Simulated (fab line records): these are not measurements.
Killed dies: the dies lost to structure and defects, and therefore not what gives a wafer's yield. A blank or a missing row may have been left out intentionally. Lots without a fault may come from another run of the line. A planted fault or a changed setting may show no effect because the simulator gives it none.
Problem report in the 8D (eight disciplines) form, filled by code :: flow sky130 :: the parts of the form that need people (team, actions taken, sign-off) are left out

## 1. PROBLEM STATEMENT
killed_at_M0_to_M3 at SKY_PAD_OPEN_PROBE_99 reads a mean of 110 on 2 wafers of 2 lots; wafers without a fault read 43 with a standard deviation of 6.6. That is +10 standard deviations from the usual mean.
First seen on wafer L955.5, day 48 20:05, on prober-02. The record has a number at this step for 18 wafers belonging to 6 lots. The rule behind "out" and "out of limits": a value lying over 4 standard deviations away from the usual mean. All remaining wafers that have a number are taken as sound.

## 2. WHAT IT IS; WHAT IT IS NOT
question: which readings at this step
is: killed_at_M0_to_M3, defect_limited_yield, killed_dies, sort_bin_3_pad_short, sort_bin_5_function, sort_n_pass, sort_yield_pct
is not: killed_at_M4_up, killed_at_contacts, killed_at_front_end, killed_at_other, killed_on_rim, killed_open, killed_short

question: which lots
is: L955, L956
is not: L943, L944, L961, L966

question: which wafers of those lots
is: L955.5, L956.1
is not: L955.3, L955.6, L956.2, L956.3

question: read on which tools
is: prober-01, prober-02
is not: -

question: when
is: from day 48 20:05
is not: up to then (7 sound wafers); but 9 sound wafers of L955, L956, L961, L966 came after

## 3. WHAT RULES OUT EACH SUSPECT
Counting: any tool at a process step up to the reading remains a suspect provided it ran every lot that is out. Sound lots after the first of them don't rule it out here, since some wafers of a struck lot are sound.
- hdpcvd-01 at SKY_VIA1_HDPCVD_00 (deposits SiO2, target thk 1030 nm, time 171.7 s): kept. It processed each lot that is out (first: L955, day 36 18:33); up to then, its last sound lot is L944 (day 32 10:48).
- cmp-01 at SKY_VIA1_CMP_24 (polishes, stops on SiO2, t overpolish 15 s, target thk 0 nm): kept. It ran every lot that is out, first L955 (day 37 22:08).
- pvd_sputter-03 at SKY_METAL2_SPUTTER_00 (material Ti, target thk 15 nm, time 10 s): kept. It processed each lot that is out (first: L955, day 37 22:17); up to then, its last sound lot is L944 (day 33 15:15).
- Within cmp-01 at SKY_VIA1_CMP_24: the wafers that are out ran in chamber 3; their sound lot-mates ran in chambers 0, 1, 2.
The count leaves hdpcvd-01 at SKY_VIA1_HDPCVD_00, cmp-01 at SKY_VIA1_CMP_24, and pvd_sputter-03 at SKY_METAL2_SPUTTER_00.

## 4. THE CAUSE (what the simulator had put in)
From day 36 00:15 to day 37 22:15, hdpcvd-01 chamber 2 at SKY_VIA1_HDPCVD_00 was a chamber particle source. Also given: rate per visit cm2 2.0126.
3 suspects survive the count, and this tool is in that group.

## 5. SEQUENCE OF EFFECTS, ordered by route
Each row: a reading whose mean over the struck wafers that have a number lies more than 3 standard deviations from the usual. Scope: only readings with a usual standard deviation given in the record; hours: median across lots of the time from each lot's start at the first step in this table that gives one to its start at this step; sigmas: change in usual standard deviations.
hours: 0
step: SKY_PAD_OPEN_PROBE_99
reading: defect_limited_yield
usual: 82.5 %
on struck wafers: 69.6
change: -12.9
sigmas: -6.8

hours: 0
step: SKY_PAD_OPEN_PROBE_99
reading: killed_at_M0_to_M3
usual: 43
on struck wafers: 110
change: +68
sigmas: +10

hours: 0
step: SKY_PAD_OPEN_PROBE_99
reading: killed_dies
usual: 86
on struck wafers: 150
change: +64
sigmas: +6.8

hours: 0
step: SKY_PAD_OPEN_PROBE_99
reading: sort_bin_3_pad_short
usual: 0.9 %
on struck wafers: 4.6
change: +3.7
sigmas: +9.0

hours: 0
step: SKY_PAD_OPEN_PROBE_99
reading: sort_bin_5_function
usual: 10.4 %
on struck wafers: 17.5
change: +7.1
sigmas: +5.1

hours: 0
step: SKY_PAD_OPEN_PROBE_99
reading: sort_n_pass
usual: 406
on struck wafers: 342
change: -64
sigmas: -6.8

hours: 0
step: SKY_PAD_OPEN_PROBE_99
reading: sort_yield_pct
usual: 82.5 %
on struck wafers: 69.6
change: -12.9
sigmas: -6.8
The process steps in it:
- SKY_PAD_OPEN_PROBE_99

## 6. WHAT WOULD HAVE CAUGHT IT SOONER
In this record no reading fell out of limits until day 48 20:05, 308 hours after the fault had begun at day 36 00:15.
Each of the lots that are out, 2 in all, had begun SKY_VIA1_HDPCVD_00 on hdpcvd-01 no later than day 48 20:05. Had the tool been put on hold then, not one of them would have been saved.
